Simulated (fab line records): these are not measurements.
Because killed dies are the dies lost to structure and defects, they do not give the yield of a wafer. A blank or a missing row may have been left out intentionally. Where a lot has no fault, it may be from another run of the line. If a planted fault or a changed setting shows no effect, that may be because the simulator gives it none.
fab line records || flow sfq_line
record: {"lots": 15, "wafers": 45, "last_day": 97}
route steps=325 shown I3@133
lots that met no fault: taken from a fault-free run of the same line
start_h: the number of hours between the record's first day and the start of the first shown wafer of the lot || wait_h: time in hours since the lot's previous step || " repeats the value in the row above || L1.1+2: a row that stands for several wafers || - no value, or no start given || * or withheld: withheld || < > ~ a bound
route shown NAME@n: names a module that has steps shown in the file, with the first one's number in the route || usual: mean and standard deviation over wafers with no fault || same: alike in all rows || chamber/n: place in a boat || sites: readings site by site || _std_site: standard deviation across them || _edge_site: the outer-site mean with the inner-site mean subtracted || radius_mm: how far each site lies from the wafer's centre || mask NAME#n: copy n || behind: the most recent tool/chamber to have shaped the wafer || hold: why the lot was held/for how many hours/how that ended || device: the transistor (n, p or np) that didn't switch || end of line: tests of these same wafers at the route's end || a step with no rows: only its recipe || killed: not the wafer's yield, but the dies lost to structure and defects at the first sort || map: a wafer's dies, x killed, . not, _ none there
set.NAME: the setting that was run; set.NAME@STEP: the one run at that earlier step || model.NAME: the simulator's own value behind a step, which no gauge read
steps of the route over a sample of lots; a table a step, a row a wafer
services: when a tool's chamber went out of use (start_h, in hours from the record's first day, below 0 if earlier), for how many hours, and the reason
== steps ==
step: SFQ_TRILAYER_I3_DEP_PECVD_081
recipe: {"material": "SiO2", "temp_c": 150, "time_s": 111.11, "pressure_torr": 2.4, "rf_w": 183.3, "precursor": "SiH4/N2O", "target_thk_nm": 500}
usual: {"heater_power_w": "75/11", "rf_fwd_power_W": "182.4/0.6", "throttle_valve_pct": "24.8/1.4"}
{"lot.wafer": "L187.1", "tool": "pecvd-02", "chamber": 0, "start_h": 1094.60, "wait_h": 0.0, "heater_power_w": 96, "rf_fwd_power_W": 183.0, "throttle_valve_pct": 25.3}
{"lot.wafer": "L187.2", "tool": "pecvd-02", "chamber": 1, "start_h": 1094.60, "wait_h": 0.0, "heater_power_w": 86, "rf_fwd_power_W": 182.7, "throttle_valve_pct": 26.3}
{"lot.wafer": "L187.5", "tool": "pecvd-02", "chamber": 0, "start_h": 1094.60, "wait_h": 0.0, "heater_power_w": 81, "rf_fwd_power_W": 183.2, "throttle_valve_pct": 25.3}
{"lot.wafer": "L189.1", "tool": "pecvd-02", "chamber": 2, "start_h": 1103.00, "wait_h": 0.0, "heater_power_w": 79, "rf_fwd_power_W": 182.2, "throttle_valve_pct": 24.6}
{"lot.wafer": "L189.5", "tool": "pecvd-02", "chamber": 0, "start_h": 1103.00, "wait_h": 0.0, "heater_power_w": 82, "rf_fwd_power_W": 182.5, "throttle_valve_pct": 25.6}
{"lot.wafer": "L189.6", "tool": "pecvd-02", "chamber": 2, "start_h": 1103.00, "wait_h": 0.0, "heater_power_w": 81, "rf_fwd_power_W": 182.1, "throttle_valve_pct": 24.3}
{"lot.wafer": "L190.2", "tool": "pecvd-02", "chamber": 0, "start_h": 1120.05, "wait_h": 0.0, "heater_power_w": 100, "rf_fwd_power_W": 183.3, "throttle_valve_pct": 25.5}
{"lot.wafer": "L190.3", "tool": "pecvd-02", "chamber": 2, "start_h": 1120.05, "wait_h": 0.0, "heater_power_w": 80, "rf_fwd_power_W": 180.9, "throttle_valve_pct": 24.5}
{"lot.wafer": "L190.6", "tool": "pecvd-02", "chamber": 0, "start_h": 1120.05, "wait_h": 0.0, "heater_power_w": 99, "rf_fwd_power_W": 182.5, "throttle_valve_pct": 25.6}
{"lot.wafer": "L191.3", "tool": "pecvd-03", "chamber": 2, "start_h": 1144.95, "wait_h": 0.0, "heater_power_w": 62, "rf_fwd_power_W": 182.3, "throttle_valve_pct": 24.5}
{"lot.wafer": "L191.4", "tool": "pecvd-03", "chamber": 0, "start_h": 1144.95, "wait_h": 0.0, "heater_power_w": 75, "rf_fwd_power_W": 182.1, "throttle_valve_pct": 21.6}
{"lot.wafer": "L191.6", "tool": "pecvd-03", "chamber": 1, "start_h": 1144.95, "wait_h": 0.0, "heater_power_w": 69, "rf_fwd_power_W": 183.0, "throttle_valve_pct": 23.2}
{"lot.wafer": "L192.1", "tool": "pecvd-02", "chamber": 0, "start_h": 1153.09, "wait_h": 0.0, "heater_power_w": 98, "rf_fwd_power_W": 182.0, "throttle_valve_pct": 25.8}
{"lot.wafer": "L192.4", "tool": "pecvd-02", "chamber": 1, "start_h": 1153.09, "wait_h": 0.0, "heater_power_w": 89, "rf_fwd_power_W": 182.0, "throttle_valve_pct": 26.1}
{"lot.wafer": "L192.5", "tool": "pecvd-02", "chamber": 0, "start_h": 1153.09, "wait_h": 0.0, "heater_power_w": 81, "rf_fwd_power_W": 182.8, "throttle_valve_pct": 25.4}
{"lot.wafer": "L193.1", "tool": "pecvd-02", "chamber": 2, "start_h": 1162.69, "wait_h": 0.0, "heater_power_w": 85, "rf_fwd_power_W": 181.6, "throttle_valve_pct": 24.3}
{"lot.wafer": "L193.3", "tool": "pecvd-02", "chamber": 1, "start_h": 1162.69, "wait_h": 0.0, "heater_power_w": 82, "rf_fwd_power_W": 181.8, "throttle_valve_pct": 26.2}
{"lot.wafer": "L193.6", "tool": "pecvd-02", "chamber": 0, "start_h": 1162.69, "wait_h": 0.0, "heater_power_w": 95, "rf_fwd_power_W": 182.6, "throttle_valve_pct": 25.4}
{"lot.wafer": "L195.3", "tool": "pecvd-03", "chamber": 0, "start_h": 1194.14, "wait_h": 0.0, "heater_power_w": 73, "rf_fwd_power_W": 182.1, "throttle_valve_pct": 21.9}
{"lot.wafer": "L195.4", "tool": "pecvd-03", "chamber": 2, "start_h": 1194.14, "wait_h": 0.0, "heater_power_w": 59, "rf_fwd_power_W": 182.6, "throttle_valve_pct": 24.8}
{"lot.wafer": "L195.5", "tool": "pecvd-03", "chamber": 0, "start_h": 1194.14, "wait_h": 0.0, "heater_power_w": 77, "rf_fwd_power_W": 182.6, "throttle_valve_pct": 22.0}
{"lot.wafer": "L196.1", "tool": "pecvd-03", "chamber": 1, "start_h": 1200.93, "wait_h": 0.0, "heater_power_w": 66, "rf_fwd_power_W": 183.2, "throttle_valve_pct": 23.2}
{"lot.wafer": "L196.2", "tool": "pecvd-03", "chamber": 0, "start_h": 1200.93, "wait_h": 0.0, "heater_power_w": 69, "rf_fwd_power_W": 183.1, "throttle_valve_pct": 22.2}
{"lot.wafer": "L196.3", "tool": "pecvd-03", "chamber": 2, "start_h": 1200.93, "wait_h": 0.0, "heater_power_w": 55, "rf_fwd_power_W": 182.4, "throttle_valve_pct": 24.7}
{"lot.wafer": "L197.3", "tool": "pecvd-03", "chamber": 0, "start_h": 1206.14, "wait_h": 0.0, "heater_power_w": 80, "rf_fwd_power_W": 182.9, "throttle_valve_pct": 22.1}
{"lot.wafer": "L197.5", "tool": "pecvd-03", "chamber": 2, "start_h": 1206.14, "wait_h": 0.0, "heater_power_w": 54, "rf_fwd_power_W": 211.5, "throttle_valve_pct": 25.3}
{"lot.wafer": "L197.6", "tool": "pecvd-03", "chamber": 0, "start_h": 1206.14, "wait_h": 0.0, "heater_power_w": 79, "rf_fwd_power_W": 184.0, "throttle_valve_pct": 22.0}
{"lot.wafer": "L198.3", "tool": "pecvd-03", "chamber": 1, "start_h": 1218.14, "wait_h": 0.0, "heater_power_w": 68, "rf_fwd_power_W": 182.4, "throttle_valve_pct": 23.7}
{"lot.wafer": "L198.4", "tool": "pecvd-03", "chamber": 0, "start_h": 1218.14, "wait_h": 0.0, "heater_power_w": 67, "rf_fwd_power_W": 182.2, "throttle_valve_pct": 21.8}
{"lot.wafer": "L198.5", "tool": "pecvd-03", "chamber": 2, "start_h": 1218.14, "wait_h": 0.0, "heater_power_w": 41, "rf_fwd_power_W": 212.2, "throttle_valve_pct": 25.0}
{"lot.wafer": "L199.1", "tool": "pecvd-03", "chamber": 1, "start_h": 1222.94, "wait_h": 0.0, "heater_power_w": 72, "rf_fwd_power_W": 182.7, "throttle_valve_pct": 23.5}
{"lot.wafer": "L199.2", "tool": "pecvd-03", "chamber": 2, "start_h": 1222.94, "wait_h": 0.0, "heater_power_w": 48, "rf_fwd_power_W": 211.9, "throttle_valve_pct": 25.1}
{"lot.wafer": "L199.4", "tool": "pecvd-03", "chamber": 0, "start_h": 1222.94, "wait_h": 0.0, "heater_power_w": 67, "rf_fwd_power_W": 181.8, "throttle_valve_pct": 22.2}
{"lot.wafer": "L200.3", "tool": "pecvd-02", "chamber": 2, "start_h": 1232.54, "wait_h": 0.0, "heater_power_w": 82, "rf_fwd_power_W": 181.3, "throttle_valve_pct": 24.2}
{"lot.wafer": "L200.4", "tool": "pecvd-02", "chamber": 2, "start_h": 1232.54, "wait_h": 0.0, "heater_power_w": 83, "rf_fwd_power_W": 181.2, "throttle_valve_pct": 24.2}
{"lot.wafer": "L200.5", "tool": "pecvd-02", "chamber": 1, "start_h": 1232.54, "wait_h": 0.0, "heater_power_w": 85, "rf_fwd_power_W": 181.8, "throttle_valve_pct": 26.3}
{"lot.wafer": "L206.2", "tool": "pecvd-01", "chamber": 0, "start_h": 1284.19, "wait_h": 0.0, "heater_power_w": 64, "rf_fwd_power_W": 182.4, "throttle_valve_pct": 26.9}
{"lot.wafer": "L206.5", "tool": "pecvd-01", "chamber": 1, "start_h": 1284.19, "wait_h": 0.0, "heater_power_w": 77, "rf_fwd_power_W": 180.9, "throttle_valve_pct": 24.8}
{"lot.wafer": "L206.6", "tool": "pecvd-01", "chamber": 2, "start_h": 1284.19, "wait_h": 0.0, "heater_power_w": 65, "rf_fwd_power_W": 182.5, "throttle_valve_pct": 26.9}
{"lot.wafer": "L207.3", "tool": "pecvd-02", "chamber": 1, "start_h": 1285.63, "wait_h": 0.0, "heater_power_w": 77, "rf_fwd_power_W": 181.9, "throttle_valve_pct": 26.3}
{"lot.wafer": "L207.4", "tool": "pecvd-02", "chamber": 1, "start_h": 1285.63, "wait_h": 0.0, "heater_power_w": 80, "rf_fwd_power_W": 181.8, "throttle_valve_pct": 26.3}
{"lot.wafer": "L207.5", "tool": "pecvd-02", "chamber": 0, "start_h": 1285.63, "wait_h": 0.0, "heater_power_w": 93, "rf_fwd_power_W": 182.7, "throttle_valve_pct": 25.3}
{"lot.wafer": "L209.1", "tool": "pecvd-03", "chamber": 2, "start_h": 1309.84, "wait_h": 0.0, "heater_power_w": 64, "rf_fwd_power_W": 181.7, "throttle_valve_pct": 25.7}
{"lot.wafer": "L209.5", "tool": "pecvd-03", "chamber": 0, "start_h": 1309.84, "wait_h": 0.0, "heater_power_w": 77, "rf_fwd_power_W": 182.0, "throttle_valve_pct": 21.8}
{"lot.wafer": "L209.6", "tool": "pecvd-03", "chamber": 2, "start_h": 1309.84, "wait_h": 0.0, "heater_power_w": 50, "rf_fwd_power_W": 182.9, "throttle_valve_pct": 25.7}
== services ==
{"tool": "pecvd-03", "chamber": "-", "start_h": 1113.02, "hours": 0.7, "kind": "repair"}
{"tool": "pecvd-02", "chamber": "-", "start_h": 1122.56, "hours": 0.8, "kind": "repair"}
{"tool": "pecvd-03", "chamber": "-", "start_h": 1129.71, "hours": 1.3, "kind": "repair"}
{"tool": "pecvd-02", "chamber": 0, "start_h": 1155.07, "hours": 3.8, "kind": "repair"}
{"tool": "pecvd-03", "chamber": "-", "start_h": 1194.53, "hours": 5.5, "kind": "pm"}
{"tool": "pecvd-02", "chamber": 2, "start_h": 1197.81, "hours": 4.2, "kind": "repair"}
{"tool": "pecvd-01", "chamber": 1, "start_h": 1220.01, "hours": 3.8, "kind": "repair"}
{"tool": "pecvd-02", "chamber": "-", "start_h": 1236.77, "hours": 1.7, "kind": "repair"}
{"tool": "pecvd-01", "chamber": 2, "start_h": 1249.19, "hours": 21.7, "kind": "repair"}
{"tool": "pecvd-02", "chamber": 1, "start_h": 1258.51, "hours": 3.5, "kind": "repair"}
{"tool": "pecvd-01", "chamber": "-", "start_h": 1261.01, "hours": 1.2, "kind": "repair"}
{"tool": "pecvd-01", "chamber": "-", "start_h": 1288.17, "hours": 6.0, "kind": "pm"}
== key ==
first_sign: {"step": "SFQ_TRILAYER_I3_DEP_PECVD_081", "reading": "rf_fwd_power_W", "direction": "up", "sigmas": 49, "usual": 182.4, "struck": 211.9}
effect: {"step": "SFQ_TRILAYER_I3_DEP_PECVD_081", "reading": "heater_power_w", "direction": "down", "sigmas": 2.5, "usual": 75, "struck": 48}
met_at SFQ_TRILAYER_I3_DEP_PECVD_081
struck_lots L197,L198,L199
struck_wafers L197.5,L198.5,L199.2
onset_between 1200.93 1206.14
fault: {"kind": "process_parameter_drift", "tool": "pecvd-03", "chamber": 2, "onset_h": 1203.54, "steps": "SFQ_TRILAYER_I3_DEP_PECVD_081", "channel": "rf_w", "offset": 29.328, "shape": "step", "end_h": 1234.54, "acts_in": "these_recipes_only", "stated": 183.3}
